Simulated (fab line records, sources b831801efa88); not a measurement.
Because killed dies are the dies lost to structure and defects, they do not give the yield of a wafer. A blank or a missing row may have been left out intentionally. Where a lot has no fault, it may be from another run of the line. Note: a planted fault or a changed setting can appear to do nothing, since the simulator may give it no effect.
Struck lot and sound lot, side by side ; flow gf180mcu ; 15 steps out of a route of 602
Sound: wafers L958.1, L958.4, L958.6. Struck: wafers L950.1, L950.5 (left out: L950.6, a lot-mate that was not struck); the cause follows at the end.
Per side, at each step with rows, come the tool, then ch with its chambers, and then its first start. Under that, the readings that differ: sound wafers ; struck wafers ; difference of the means ; sigmas: that difference in standard deviations of wafers without a fault.
alike: readings with means less than 2 such deviations apart, plus words and numbers identical on both sides. not compared: withheld readings, readings lacking a value on some wafer, bounds such as >300 that could conceal the same value, and numbers that have no deviation in the record and whose values overlap.
The two part at a step that has a row with sigmas, a row that says differs or no value, or rows on one side only. When numbers do not overlap yet have no deviation, they are printed without sigmas and do not part them. A reading missing from all wafers of one side parts the sides only when that side holds two or more wafers.

GF_V1_CD_MEAS_14 targets a cd of 260 nm.
  sound: cd-sem-02 at day 24 07:14; struck: cd-sem-02 at day 21 10:14
  alike: cd-nm
GF_V1_OVL_MEAS_15:
  sound: overlay-01 at day 24 07:22; struck: overlay-01 at day 21 10:22
  alike: V1_OVL
GF_V1_ETCH_16: etches BARC in N2/H2.
  sound on rie-diel-02 ch 1,2,3, day 24 07:23; struck on rie-diel-02 ch 0,3, day 21 10:23
  alike: drypump-motor-current-A, oes-product-au, rf-fwd-power-W, throttle-valve-pct
then, 1 step without rows for these wafers: GF_V1_ETCH_17 (etches SiO2 in C4F8/O2/Ar, stops on TiN, target depth 630 nm).
GF_V1_STRIP_18: strips in O2/N2.
  sound on plasma-asher-04 ch 0,1, day 24 07:31; struck on plasma-asher-03 ch 0,1, day 21 10:31
  alike: drypump-motor-current-A, heater-power-w, oes-product-au
  not compared: rf-hours-counter-h
then, 2 steps without rows for these wafers: GF_V1_STRIP_19 (strips in post etch residue remover, time 1200 s); GF_V1_CLEAN_20 (cleans in DIW).
GF_V1_SPUTTER_21: material Ti, target thk 15 nm, time 80.02 s.
  sound: pvd-sputter-04 at day 24 08:24; struck: pvd-sputter-03 at day 21 11:04
  alike: substrate-temp-c, throttle-valve-pct
GF_V1_SPUTTER_22: material TiN, target thk 10 nm, time 40 s.
  sound: pvd-sputter-04 at day 24 08:28; struck: pvd-sputter-03 at day 21 11:07
  alike: throttle-valve-pct
GF_V1_CVD_23: deposits W, target thk 350 nm, time 105.05 s.
  sound on cvd-w-01 ch 1, day 24 08:30; struck on cvd-w-01 ch 0, day 21 11:10
  alike: heater-power-w
GF_V1_RS_MEAS_24: a four-point-probe measurement.
  sound: film-metro-04 at day 24 08:37; struck: film-metro-04 at day 21 11:16
  alike: V1_W_RS
GF_V1_THK_MEAS_25: measures by xrf.
  sound: film-metro-04 at day 24 08:44; struck: film-metro-04 at day 21 11:23
  alike: V1_W_THK
GF_V1_CMP_26: polishes, stops on SiO2, t overpolish 15 s, target thk 0 nm.
  sound on cmp-01 ch 2,3, day 24 08:48; struck on cmp-01 ch 0, day 21 11:27
reading;sound;struck;difference;sigmas
time-to-endpoint-s (s);85 81 83;46 46;-37;-12
  alike: motor-current-A, overpolish-run-s, slurry-filter-dp-kPa
then, 2 steps without rows for these wafers: GF_M2_SPUTTER_00 (material Ti, target thk 37.5 nm, time 150 s); GF_PASSIVATION_PROBE_99.

== WHERE THEY PART ==
Within this record, at GF_V1_CMP_26 only.

WHY: whatever the simulator had introduced
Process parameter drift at GF_V1_CMP_26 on cmp-01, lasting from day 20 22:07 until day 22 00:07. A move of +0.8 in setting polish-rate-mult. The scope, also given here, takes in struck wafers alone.
